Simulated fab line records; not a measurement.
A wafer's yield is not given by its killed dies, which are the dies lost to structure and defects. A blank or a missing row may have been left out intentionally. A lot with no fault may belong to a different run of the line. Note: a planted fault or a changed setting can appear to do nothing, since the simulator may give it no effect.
Matching of chambers + flow gf180mcu + GF_MIM_CVD_05 on pecvd-04: 3 sister chambers
The step deposits Si3N4, target thk 42 nm, time 29.086 s. 18 wafers are shown with their chamber, then 9 later ones without.

## WAFERS, EACH WITH ITS CHAMBER
| wafer  | chamber | heaterPowerW (W) |
|--------|---------|------------------|
| L075.2 | 1       | 621              |
| L075.3 | 0       | 588              |
| L075.6 | 1       | 623              |
| L076.1 | 0       | 484              |
| L076.4 | 2       | 631              |
| L076.5 | 0       | 480              |
| L077.3 | 2       | 576              |
| L077.5 | 0       | 546              |
| L077.6 | 1       | 631              |
| L079.1 | 1       | 652              |
| L079.3 | 2       | 641              |
| L079.6 | 0       | 547              |
| L081.1 | 2       | 598              |
| L081.2 | 0       | 559              |
| L081.3 | 1       | 595              |
| L084.1 | 0       | 542              |
| L084.2 | 2       | 583              |
| L084.5 | 2       | 559              |

SIGNATURES, as means of the wafers listed above
| reading      | chamber 0 | chamber 1 | chamber 2 | scatter within a chamber |
|--------------|-----------|-----------|-----------|--------------------------|
| heaterPowerW | 535.14    | 624.40    | 598.00    | 32.8                     |
Rule: distance of a wafer from a chamber = root of the sum over the readings of ((wafer's reading minus chamber's mean) / reading's scatter) squared. The wafer belongs to the nearest chamber; if the next one is less than 2 further off, it can't be placed. The scatter is the square root of a quotient: the sum, over the shown wafers, of each reading's squared deviation from its chamber's mean, divided by wafers minus chambers.

## WAFERS WHOSE CHAMBER IS MISSING
| wafer  | heaterPowerW (W) |
|--------|------------------|
| L085.2 | 681              |
| L085.4 | 675              |
| L085.6 | 558              |
| L087.3 | 665              |
| L087.4 | 540              |
| L087.6 | 651              |
| L094.1 | 549              |
| L094.3 | 594              |
| L094.6 | 560              |

## WHICH CHAMBER EACH WENT THROUGH
| wafer  | from the rows above          | in truth |
|--------|------------------------------|----------|
| L085.2 | can't be placed: 1 or 2      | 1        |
| L085.4 | can't be placed: 1 or 2      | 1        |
| L085.6 | can't be placed: 0 or 2 or 1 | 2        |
| L087.3 | can't be placed: 1 or 2      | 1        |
| L087.4 | can't be placed: 0 or 2      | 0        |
| L087.6 | can't be placed: 1 or 2      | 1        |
| L094.1 | can't be placed: 0 or 2 or 1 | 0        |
| L094.3 | can't be placed: 2 or 1 or 0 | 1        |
| L094.6 | can't be placed: 0 or 2 or 1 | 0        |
Placed correctly: 0 of 9. These rows do not allow placing 9 (true chamber among the candidates in 9). Placed wrongly: 0.
